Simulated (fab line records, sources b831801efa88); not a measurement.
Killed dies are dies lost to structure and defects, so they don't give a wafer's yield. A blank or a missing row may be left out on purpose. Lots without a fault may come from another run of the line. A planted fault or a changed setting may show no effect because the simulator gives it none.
Which tool did it? | flow gf180mcu | 7 lots, 21 wafers sampled, at 1 step of a route of 602

WHAT THE GAUGES READ, wafer by wafer
GF_STI_THK_MEAS_22.
lot  | measured    | on            | STI_OXIDATION_01_THK (nm)
L683 | day 2 08:50 | film_metro-02 | 14.71 14.58 14.66
L687 | day 3 04:59 | film_metro-02 | 15.20 14.98 15.07
L692 | day 4 07:06 | film_metro-01 | 14.39 14.46 14.58
L694 | day 4 17:05 | film_metro-04 | 15.39 15.09 15.06
L699 | day 5 18:28 | film_metro-02 | 14.89 14.82 14.97
L703 | day 6 15:23 | film_metro-01 | 14.73 14.53 14.64
L705 | day 7 03:13 | film_metro-02 | 14.92 14.98 14.64

WHICH TOOL RAN EACH LOT (tool, then ch and the chambers of the sampled wafers, then the start)
The record holds no process step before these readings.

THE ANSWER, worked out from the rows above alone
Rule: what is usual is taken from the lots themselves. Put in order of their means at a reading, lots are off if they are a third of the lots or fewer, leave a main group of 4 or more, and stand apart from it by a gap of 3 or more times the standard deviation of the main group's means; of several such gaps the widest counts. A main group whose means are all the same, to the digits that the tables above print for the reading, isn't used. A lot without any number at a reading at which 4 lots or more have one is off too. The other lots that the step has rows for count as sound.
No lot is off at any reading shown: from this, nothing can be told.

WHAT THE SIMULATOR HAD PUT IN
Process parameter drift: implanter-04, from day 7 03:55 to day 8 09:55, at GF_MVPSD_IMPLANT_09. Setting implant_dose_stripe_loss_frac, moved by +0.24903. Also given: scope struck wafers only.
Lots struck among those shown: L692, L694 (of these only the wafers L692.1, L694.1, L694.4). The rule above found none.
